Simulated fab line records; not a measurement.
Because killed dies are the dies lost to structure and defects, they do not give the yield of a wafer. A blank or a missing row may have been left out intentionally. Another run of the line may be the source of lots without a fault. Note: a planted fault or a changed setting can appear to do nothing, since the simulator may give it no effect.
The tool behind it: which one? / flow gf180mcu / Sampling: 12 lots, 36 wafers, 3 of 602 route steps

== WHAT EACH GAUGE READ, for each wafer ==
GF_V2_RS_MEAS_24: a four-point-probe measurement.
lot=L193; measured=day 20 16:05; on=film_metro-01; V2_W_RS (ohm/sq)=0.327 0.328 0.327
lot=L194; measured=day 21 01:46; on=film_metro-03; V2_W_RS (ohm/sq)=0.325 0.328 0.324
lot=L195; measured=day 21 05:17; on=film_metro-03; V2_W_RS (ohm/sq)=0.328 0.327 0.326
lot=L196; measured=day 21 14:24; on=film_metro-03; V2_W_RS (ohm/sq)=0.321 0.321 0.324
lot=L201; measured=day 23 11:54; on=film_metro-02; V2_W_RS (ohm/sq)=0.329 0.327 0.327
lot=L203; measured=day 24 05:31; on=film_metro-02; V2_W_RS (ohm/sq)=0.329 0.329 0.332
lot=L204; measured=day 24 12:55; on=film_metro-01; V2_W_RS (ohm/sq)=0.328 0.328 0.329
lot=L205; measured=day 24 17:08; on=film_metro-02; V2_W_RS (ohm/sq)=0.322 0.323 0.321
lot=L206; measured=day 25 09:38; on=film_metro-01; V2_W_RS (ohm/sq)=0.323 0.319 0.323
lot=L207; measured=day 25 20:26; on=film_metro-03; V2_W_RS (ohm/sq)=0.321 0.321 0.327
lot=L210; measured=day 26 22:38; on=film_metro-02; V2_W_RS (ohm/sq)=0.328 0.328 0.321
lot=L215; measured=day 28 03:36; on=film_metro-01; V2_W_RS (ohm/sq)=0.330 0.332 0.330

GF_MIM_RS_MEAS_10: a four-point-probe measurement.
lot=L193; measured=day 24 18:20; on=film_metro-03; MIM_ALCU_RS (ohm/sq)=0.1574 0.1573 0.1616
lot=L194; measured=day 25 04:08; on=film_metro-04; MIM_ALCU_RS (ohm/sq)=0.1596 0.1634 0.1601
lot=L195; measured=day 25 07:12; on=film_metro-02; MIM_ALCU_RS (ohm/sq)=0.1567 0.1582 0.1561
lot=L196; measured=day 25 15:31; on=film_metro-03; MIM_ALCU_RS (ohm/sq)=0.1621 0.1609 0.1607
lot=L201; measured=day 27 08:58; on=film_metro-02; MIM_ALCU_RS (ohm/sq)=0.1565 0.1589 0.1588
lot=L203; measured=day 28 02:22; on=film_metro-04; MIM_ALCU_RS (ohm/sq)=0.1586 0.1588 0.1587
lot=L204; measured=day 28 08:18; on=film_metro-04; MIM_ALCU_RS (ohm/sq)=0.1642 0.1596 0.1597
lot=L205; measured=day 28 12:02; on=film_metro-03; MIM_ALCU_RS (ohm/sq)=0.1584 0.1600 0.1592
lot=L206; measured=day 29 03:52; on=film_metro-02; MIM_ALCU_RS (ohm/sq)=0.1613 0.1602 0.1587
lot=L207; measured=day 29 12:33; on=film_metro-04; MIM_ALCU_RS (ohm/sq)=0.1555 0.1558 0.1590
lot=L210; measured=day 30 12:08; on=film_metro-04; MIM_ALCU_RS (ohm/sq)=0.1579 0.1572 0.1602
lot=L215; measured=day 31 13:16; on=film_metro-04; MIM_ALCU_RS (ohm/sq)=0.1605 0.1602 0.1599

== TOOL THAT RAN EACH LOT (tool first, then ch and the chambers of the sampled wafers, then the start) ==
lot=L193; GF_V3_CMP_26=cmp-02 ch 1,2,3, day 22 18:16
lot=L194; GF_V3_CMP_26=cmp-02 ch 2,3, day 23 04:16
lot=L195; GF_V3_CMP_26=cmp-02 ch 1,2,3, day 23 06:46
lot=L196; GF_V3_CMP_26=cmp-02 ch 0,2, day 23 15:24
lot=L201; GF_V3_CMP_26=cmp-02 ch 0,1,3, day 25 10:45
lot=L203; GF_V3_CMP_26=cmp-02 ch 0,1,3, day 26 03:50
lot=L204; GF_V3_CMP_26=cmp-01 ch 0,3, day 26 11:23
lot=L205; GF_V3_CMP_26=cmp-01 ch 0,2,3, day 26 15:37
lot=L206; GF_V3_CMP_26=cmp-01 ch 1,2,3, day 27 08:03
lot=L207; GF_V3_CMP_26=cmp-02 ch 0,1,3, day 27 18:05
lot=L210; GF_V3_CMP_26=cmp-02 ch 0,1,3, day 28 18:29
lot=L215; GF_V3_CMP_26=cmp-02 ch 0,1, day 29 20:53
- GF_V3_CMP_26: polishes, stops on SiO2, t overpolish 15 s, target thk 0 nm.

== WHAT THE TOOLS THEMSELVES READ (means of the sampled wafers that have a number; where no wafer has one, the mark that the record gives instead) ==
GF_V3_CMP_26.
lot=L193; tool=cmp-02; motor_current_A (A)=11.3; overpolish_run_s (s)=14.998; time_to_endpoint_s (s)=84
lot=L194; tool=cmp-02; motor_current_A (A)=12.4; overpolish_run_s (s)=14.997; time_to_endpoint_s (s)=85
lot=L195; tool=cmp-02; motor_current_A (A)=11.9; overpolish_run_s (s)=15.000; time_to_endpoint_s (s)=86
lot=L196; tool=cmp-02; motor_current_A (A)=12.8; overpolish_run_s (s)=15.005; time_to_endpoint_s (s)=83
lot=L201; tool=cmp-02; motor_current_A (A)=11.4; overpolish_run_s (s)=14.993; time_to_endpoint_s (s)=85
lot=L203; tool=cmp-02; motor_current_A (A)=11.4; overpolish_run_s (s)=14.998; time_to_endpoint_s (s)=80
lot=L204; tool=cmp-01; motor_current_A (A)=11.1; overpolish_run_s (s)=15.000; time_to_endpoint_s (s)=86
lot=L205; tool=cmp-01; motor_current_A (A)=10.9; overpolish_run_s (s)=15.004; time_to_endpoint_s (s)=84
lot=L206; tool=cmp-01; motor_current_A (A)=10.1; overpolish_run_s (s)=15.011; time_to_endpoint_s (s)=86
lot=L207; tool=cmp-02; motor_current_A (A)=11.0; overpolish_run_s (s)=14.992; time_to_endpoint_s (s)=82
lot=L210; tool=cmp-02; motor_current_A (A)=11.2; overpolish_run_s (s)=15.006; time_to_endpoint_s (s)=89
lot=L215; tool=cmp-02; motor_current_A (A)=11.8; overpolish_run_s (s)=14.997; time_to_endpoint_s (s)=86

== THE ANSWER, worked out from the rows above alone ==
Rule: what is usual is taken from the lots themselves. Put in order of their means at a reading, lots are off if they are a third of the lots or fewer, leave a main group of 4 or more, and stand apart from it by a gap of 3 or more times the standard deviation of the main group's means; of several such gaps the widest counts. A main group is skipped when, at the precision printed for the reading in the tables above, its means are all equal. Also off: a lot with no number at a reading for which 4 or more lots have one. The other lots that the step has rows for count as sound. After the gauges, taken in route order, come the tools' own readings; for these a lot's mean is taken, as printed above. At the first step where some lot is off, the reading lying furthest off is the one used; lots without a number count as furthest.
Nothing can be told from this: no lot is off at any reading shown.

== WHAT THE SIMULATOR HAD INSERTED ==
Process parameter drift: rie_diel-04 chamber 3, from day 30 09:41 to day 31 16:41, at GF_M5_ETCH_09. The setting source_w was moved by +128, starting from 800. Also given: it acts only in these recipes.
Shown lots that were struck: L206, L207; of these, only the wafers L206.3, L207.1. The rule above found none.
